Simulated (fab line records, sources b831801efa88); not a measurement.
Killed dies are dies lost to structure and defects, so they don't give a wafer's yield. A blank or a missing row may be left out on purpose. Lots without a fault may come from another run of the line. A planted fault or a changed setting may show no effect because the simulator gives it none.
Chamber matching | flow gf180mcu | GF_V2_CVD_02 on pecvd-03: 3 sister chambers
The step deposits SiO2 from TEOS, target thk 850 nm, time 94.851 s. 16 wafers are shown with their chamber, then 8 later ones without.

WAFERS WITH THEIR CHAMBER
wafer  | chamber | heater_power_w (W)
L078.4 | 2       | 840
L078.5 | 1       | 744
L078.6 | 0       | 501
L079.4 | 0       | 597
L079.5 | 1       | 739
L079.6 | 2       | 924
L080.2 | 0       | 523
L080.3 | 1       | 677
L080.6 | 0       | 568
L081.1 | 1       | 793
L081.2 | 2       | 906
L081.6 | 2       | 733
L091.1 | 1       | 774
L091.2 | 2       | 775
L091.3 | 0       | 611
L091.4 | 1       | 785

SIGNATURES (means of the wafers above)
reading        | chamber 0 | chamber 1 | chamber 2 | scatter within a chamber
heater_power_w | 560.00    | 752.00    | 835.60    | 58.8
Rule: a wafer's distance from a chamber is the root of the sum, over the readings, of the square of ((its reading less the chamber's mean) divided by the reading's scatter). The wafer belongs to the nearest chamber; if the next one is less than 2 further off, it can't be placed. The scatter: the root of (the sum of the squares of (reading less its chamber's mean) over the shown wafers, divided by (wafers less chambers)).

WAFERS WITHOUT THEIR CHAMBER
wafer  | heater_power_w (W)
L091.5 | 499
L091.6 | 818
L092.1 | 701
L092.2 | 633
L092.3 | 796
L092.4 | 761
L092.5 | 845
L092.6 | 507

WHICH CHAMBER EACH WENT THROUGH
wafer  | from the rows above          | in truth
L091.5 | 0                            | 0
L091.6 | can't be placed: 2 or 1      | 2
L092.1 | can't be placed: 1 or 2 or 0 | 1
L092.2 | can't be placed: 0 or 1      | 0
L092.3 | can't be placed: 2 or 1      | 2
L092.4 | can't be placed: 1 or 2      | 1
L092.5 | can't be placed: 2 or 1      | 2
L092.6 | 0                            | 0
Placed correctly: 2 of 8. Can't be placed from these rows: 6 (the true chamber is among the candidates in 6). Placed wrongly: 0.
